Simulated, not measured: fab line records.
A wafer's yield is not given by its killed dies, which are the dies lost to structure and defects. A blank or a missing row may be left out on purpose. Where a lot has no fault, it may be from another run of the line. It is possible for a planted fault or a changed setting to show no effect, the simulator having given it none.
Commonality check across tools || flow gf180mcu || 39 wafers sampled across 11 lots

REASON IT WAS OPENED
At GF_PSD_TW_MEAS_11 the reading PSD_TW is flagged on 2 of 11 lots. Wafers without a fault read 3149, standard deviation 16.
Rule: a lot is flagged in two cases, either no wafer of it has a number, or all its wafers with numbers fall more than 4 standard deviations from that mean. The other lots count as sound.

{"lot": "L204", "measured": "day 15 06:14", "on": "film-metro-03", "PSD_TW, wafer by wafer": "3164 3160 3164", "flag": ""}
{"lot": "L205", "measured": "day 15 15:13", "on": "film-metro-02", "PSD_TW, wafer by wafer": "3165 3160 3168", "flag": ""}
{"lot": "L209", "measured": "day 17 00:17", "on": "film-metro-03", "PSD_TW, wafer by wafer": "3153 3158 3141", "flag": ""}
{"lot": "L210", "measured": "day 17 06:13", "on": "film-metro-01", "PSD_TW, wafer by wafer": "3130 3139 3141", "flag": ""}
{"lot": "L213", "measured": "day 18 05:08", "on": "film-metro-01", "PSD_TW, wafer by wafer": "3047 3031 3036 3056 3051 3065", "flag": "FLAGGED"}
{"lot": "L215", "measured": "day 19 05:07", "on": "film-metro-01", "PSD_TW, wafer by wafer": "3044 3049 3050 3048 3049 3056", "flag": "FLAGGED"}
{"lot": "L222", "measured": "day 21 15:04", "on": "film-metro-02", "PSD_TW, wafer by wafer": "3155 3150 3164", "flag": ""}
{"lot": "L223", "measured": "day 21 17:42", "on": "film-metro-02", "PSD_TW, wafer by wafer": "3157 3159 3165", "flag": ""}
{"lot": "L224", "measured": "day 22 02:43", "on": "film-metro-01", "PSD_TW, wafer by wafer": "3112 3127 3140", "flag": ""}
{"lot": "L225", "measured": "day 22 10:26", "on": "film-metro-01", "PSD_TW, wafer by wafer": "3121 3113 3153", "flag": ""}
{"lot": "L226", "measured": "day 22 19:27", "on": "film-metro-01", "PSD_TW, wafer by wafer": "3127 3139 3132", "flag": ""}
The numbers of the flagged lots are 3048 on average: -100 against the usual, or -6 standard deviations.

EACH LOT AND THE TOOL IT RAN ON
Before the reading, the record contains 2 process steps out of a 602-step route. Each cell gives the tool, then ch followed by the chambers the sampled wafers passed through, then the start.
{"lot": "L204", "flag": "", "GF_PSD_IMPLANT_09": "implanter-02 ch 0, day 15 05:59", "GF_PSD_STRIP_10": "plasma-asher-04 ch 0,1, day 15 06:08"}
{"lot": "L205", "flag": "", "GF_PSD_IMPLANT_09": "implanter-01 ch 0, day 15 14:58", "GF_PSD_STRIP_10": "plasma-asher-01 ch 0,1, day 15 15:07"}
{"lot": "L209", "flag": "", "GF_PSD_IMPLANT_09": "implanter-01 ch 0, day 17 00:02", "GF_PSD_STRIP_10": "plasma-asher-01 ch 0,1, day 17 00:11"}
{"lot": "L210", "flag": "", "GF_PSD_IMPLANT_09": "implanter-04 ch 0, day 17 05:59", "GF_PSD_STRIP_10": "plasma-asher-01 ch 0,1, day 17 06:07"}
{"lot": "L213", "flag": "FLAGGED", "GF_PSD_IMPLANT_09": "implanter-04 ch 0, day 18 04:55", "GF_PSD_STRIP_10": "plasma-asher-04 ch 0,1, day 18 05:02"}
{"lot": "L215", "flag": "FLAGGED", "GF_PSD_IMPLANT_09": "implanter-04 ch 0, day 19 04:54", "GF_PSD_STRIP_10": "plasma-asher-02 ch 0,1, day 19 05:02"}
{"lot": "L222", "flag": "", "GF_PSD_IMPLANT_09": "implanter-04 ch 0, day 21 14:49", "GF_PSD_STRIP_10": "plasma-asher-02 ch 1, day 21 14:57"}
{"lot": "L223", "flag": "", "GF_PSD_IMPLANT_09": "implanter-01 ch 0, day 21 17:27", "GF_PSD_STRIP_10": "plasma-asher-01 ch 0,1, day 21 17:36"}
{"lot": "L224", "flag": "", "GF_PSD_IMPLANT_09": "implanter-04 ch 0, day 22 02:28", "GF_PSD_STRIP_10": "plasma-asher-01 ch 0,1, day 22 02:37"}
{"lot": "L225", "flag": "", "GF_PSD_IMPLANT_09": "implanter-04 ch 0, day 22 10:11", "GF_PSD_STRIP_10": "plasma-asher-01 ch 0,1, day 22 10:20"}
{"lot": "L226", "flag": "", "GF_PSD_IMPLANT_09": "implanter-02 ch 0, day 22 19:12", "GF_PSD_STRIP_10": "plasma-asher-02 ch 0,1, day 22 19:21"}
What the steps here do:
- GF_PSD_IMPLANT_09
- GF_PSD_STRIP_10: strips in O2/N2.
- GF_PSD_TW_MEAS_11

FLAGGED AGAINST TOTAL, ONE TOOL AT A TIME (gauges that did the reading follow at the end)
{"step": "GF_PSD_IMPLANT_09", "tool": "implanter-01", "lots run": 3, "flagged": 0, "share of the flagged lots": "none", "sound lots run after its first flagged lot": "-"}
{"step": "GF_PSD_IMPLANT_09", "tool": "implanter-02", "lots run": 2, "flagged": 0, "share of the flagged lots": "none", "sound lots run after its first flagged lot": "-"}
{"step": "GF_PSD_IMPLANT_09", "tool": "implanter-04", "lots run": 6, "flagged": 2, "share of the flagged lots": "all", "sound lots run after its first flagged lot": "3 (L222,L224,L225)"}
{"step": "GF_PSD_STRIP_10", "tool": "plasma-asher-01", "lots run": 6, "flagged": 0, "share of the flagged lots": "none", "sound lots run after its first flagged lot": "-"}
{"step": "GF_PSD_STRIP_10", "tool": "plasma-asher-02", "lots run": 3, "flagged": 1, "share of the flagged lots": "some", "sound lots run after its first flagged lot": "2 (L222,L226)"}
{"step": "GF_PSD_STRIP_10", "tool": "plasma-asher-04", "lots run": 2, "flagged": 1, "share of the flagged lots": "some", "sound lots run after its first flagged lot": 0}
{"step": "GF_PSD_TW_MEAS_11", "tool": "film-metro-01", "lots run": 6, "flagged": 2, "share of the flagged lots": "all", "sound lots run after its first flagged lot": "3 (L224,L225,L226)"}
{"step": "GF_PSD_TW_MEAS_11", "tool": "film-metro-02", "lots run": 3, "flagged": 0, "share of the flagged lots": "none", "sound lots run after its first flagged lot": "-"}
{"step": "GF_PSD_TW_MEAS_11", "tool": "film-metro-03", "lots run": 2, "flagged": 0, "share of the flagged lots": "none", "sound lots run after its first flagged lot": "-"}

WHAT THE TABLE PERMITS
2 rows of the table ran every flagged lot: implanter-04 at GF_PSD_IMPLANT_09, film-metro-01 at GF_PSD_TW_MEAS_11.
- implanter-04 at GF_PSD_IMPLANT_09: 2 of its 6 lots flagged. Lots that were sound ran on it after the first flagged one (L222, L224, L225); a persistent fault on the entire tool would not allow that. Its own readings (beam-energy-keV) fall more than 4 standard deviations out on all wafers of the flagged lots.
- film-metro-01 at GF_PSD_TW_MEAS_11: 2 of its 6 lots flagged. Lots that were sound ran on it after the first flagged one (L224, L225, L226); a persistent fault on the entire tool would not allow that.
No row of the table ran every flagged lot and no sound lot after the first.

WHAT WAS PUT IN BY THE SIMULATOR
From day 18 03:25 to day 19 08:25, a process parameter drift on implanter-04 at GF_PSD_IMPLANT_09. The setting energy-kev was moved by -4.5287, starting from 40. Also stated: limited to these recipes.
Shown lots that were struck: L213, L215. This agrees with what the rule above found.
